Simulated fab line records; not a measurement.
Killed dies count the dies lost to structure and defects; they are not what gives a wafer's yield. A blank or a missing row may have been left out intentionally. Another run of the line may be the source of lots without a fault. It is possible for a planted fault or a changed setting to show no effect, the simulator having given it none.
Problem report, 8D (eight disciplines) form, completed by code || flow sky130 || the parts of the form that need people (team, actions taken, sign-off) are left out

== 1. THE PROBLEM ==
killedAtFrontEnd at SKY_PAD_OPEN_PROBE_99 reads a mean of 39 on 5 wafers of 2 lots; wafers without a fault read 16 with a standard deviation of 4.2. That is +5.6 standard deviations from the usual mean.
Seen first at day 48 20:13 on prober-01, wafer L718.1. Wafers with a number at this step in the record: 24, from 8 lots. Rule for "out", or "out of limits": more than 4 standard deviations from the usual mean. The rest of the wafers with a number are treated as sound.

== 2. WHAT THIS IS AND IS NOT ==
{"question": "which readings at this step", "is": "killedAtFrontEnd", "is not": "killed_at_M0_to_M3, killed_at_M4_up, killedAtContacts, killedAtOther, killedOpen, killedShort"}
{"question": "which lots", "is": "L718, L720", "is not": "L709, L712, L713, L724, L726, L727"}
{"question": "which wafers of those lots", "is": "L718.1, L718.6, L720.1, L720.4, L720.5", "is not": "L718.5"}
{"question": "read on which tools", "is": "prober-01", "is not": "prober-02"}
{"question": "when", "is": "from day 48 20:13", "is not": "up to then (9 sound wafers); but 10 sound wafers of L718, L724, L726, L727 came after"}

== 3. THE SUSPECTS, EACH WITH WHAT RULES IT OUT ==
Counting: any tool at a process step up to the reading remains a suspect provided it ran every lot that is out. Sound lots after the first of them don't rule it out here, since some wafers of a struck lot are sound.
- plasmaAsher-04 at SKY_POLY_CUT_STRIP_12 (strips in O2/N2): kept. It ran every lot that is out, first L718 (day 28 17:52).
- plasmaAsher-01 at SKY_PAD_OPEN_STRIP_08 (strips in O2/N2): kept. It ran every lot that is out, first L718 (day 48 17:55); its last sound lot up to then is L713 (day 47 22:44).
- prober-01 at SKY_PAD_OPEN_PROBE_99: kept. It ran every lot that is out, first L718 (day 48 20:13); its last sound lot up to then is L712 (day 47 17:23). Its own readings are out on those wafers: killedAtFrontEnd.
- At SKY_POLY_CUT_STRIP_12 on plasmaAsher-04, chamber 1 took the sound wafers of the same lots and chamber 0 took the wafers that are out.
Left after counting: plasmaAsher-04 at SKY_POLY_CUT_STRIP_12, plasmaAsher-01 at SKY_PAD_OPEN_STRIP_08, prober-01 at SKY_PAD_OPEN_PROBE_99.

== 4. THE CAUSE (what the simulator had put in) ==
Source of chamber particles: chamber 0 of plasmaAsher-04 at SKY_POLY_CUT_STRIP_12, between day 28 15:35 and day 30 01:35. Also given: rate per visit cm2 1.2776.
Counting left 3 suspects, and this tool is among them.

== 5. THE EFFECT CHAIN, in route order ==
One row per reading whose mean, taken over the struck wafers that have a number, lies over 3 standard deviations from the usual. Readings are gone through only where the record gives a usual standard deviation; hours: the median, over the lots, of the time from a lot's start at the first step in this table giving one to that lot's start at this step; sigmas: the change measured in usual standard deviations.
{"hours": 0, "step": "SKY_PAD_OPEN_PROBE_99", "reading": "killedAtFrontEnd", "usual": 16, "on struck wafers": 39, "change": "+23", "sigmas": "+5.6"}
Its process steps:
- SKY_PAD_OPEN_PROBE_99

== 6. HOW IT WOULD HAVE BEEN CAUGHT EARLIER ==
First out-of-limits reading in this record: day 48 20:13, which is 485 hours after fault onset at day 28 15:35.
An alarm limit of 4 standard deviations would not have fired on the tool readings at SKY_POLY_CUT_STRIP_12 for which the record gives a usual standard deviation, since none of them was out on any struck wafer.
Lots out: 2; all had begun SKY_POLY_CUT_STRIP_12 on plasmaAsher-04 by day 48 20:13. Had the tool been put on hold then, not one of them would have been saved.
